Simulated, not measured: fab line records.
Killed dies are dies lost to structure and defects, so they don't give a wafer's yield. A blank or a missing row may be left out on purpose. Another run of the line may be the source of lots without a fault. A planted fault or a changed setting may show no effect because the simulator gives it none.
Chamber matching :: flow sky130 :: SKY_VIA2_CMP_02 on cmp-01: 4 sister chambers
The step polishes SiO2. 8 wafers are shown with their chamber, then 12 later ones without.

## WAFERS, EACH WITH ITS CHAMBER
wafer: L085.4
chamber: 1
motor-current-A (A): 13.8

wafer: L089.2
chamber: 2
motor-current-A (A): 12.3

wafer: L089.5
chamber: 0
motor-current-A (A): 13.6

wafer: L092.2
chamber: 0
motor-current-A (A): 13.4

wafer: L092.5
chamber: 3
motor-current-A (A): 12.3

wafer: L091.1
chamber: 2
motor-current-A (A): 13.0

wafer: L091.3
chamber: 1
motor-current-A (A): 14.8

wafer: L091.5
chamber: 3
motor-current-A (A): 12.9

## WAFERS MISSING THEIR CHAMBER
wafer: L093.1
motor-current-A (A): 12.5

wafer: L093.4
motor-current-A (A): 12.7

wafer: L093.5
motor-current-A (A): 13.8

wafer: L094.1
motor-current-A (A): 12.4

wafer: L094.4
motor-current-A (A): 12.1

wafer: L094.5
motor-current-A (A): 13.2

wafer: L095.1
motor-current-A (A): 14.0

wafer: L095.2
motor-current-A (A): 12.4

wafer: L095.4
motor-current-A (A): 12.2

wafer: L097.2
motor-current-A (A): 13.0

wafer: L097.4
motor-current-A (A): 12.1

wafer: L097.5
motor-current-A (A): 14.6

## WHICH CHAMBER EACH WENT THROUGH
wafer: L093.1
from the rows above: can't be placed: 3 or 2 or 0
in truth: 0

wafer: L093.4
from the rows above: can't be placed: 2 or 3 or 0
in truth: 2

wafer: L093.5
from the rows above: can't be placed: 0 or 1 or 2 or 3
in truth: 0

wafer: L094.1
from the rows above: can't be placed: 3 or 2 or 0
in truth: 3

wafer: L094.4
from the rows above: can't be placed: 3 or 2 or 0
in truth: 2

wafer: L094.5
from the rows above: can't be placed: 0 or 2 or 3 or 1
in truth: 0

wafer: L095.1
from the rows above: can't be placed: 1 or 0
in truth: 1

wafer: L095.2
from the rows above: can't be placed: 3 or 2 or 0
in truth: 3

wafer: L095.4
from the rows above: can't be placed: 3 or 2 or 0
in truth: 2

wafer: L097.2
from the rows above: can't be placed: 2 or 3 or 0 or 1
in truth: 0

wafer: L097.4
from the rows above: can't be placed: 3 or 2 or 0
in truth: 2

wafer: L097.5
from the rows above: can't be placed: 1 or 0
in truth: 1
0 of 12 placed correctly. Can't be placed from these rows: 12 (the true chamber is among the candidates in 12). 0 placed wrongly.
How it was worked out, from the rows above alone: a wafer's distance from a chamber is the root of the sum, over the readings, of the square of ((its reading less the chamber's mean) divided by the reading's scatter). If the next closest chamber is less than 2 further off than the closest, the wafer can't be placed; otherwise it belongs to the closest. The mean given for a chamber averages the wafers shown for that chamber. The scatter: take each reading less its chamber's mean, square it, sum over the shown wafers, divide by the number of wafers less the number of chambers, and take the root.
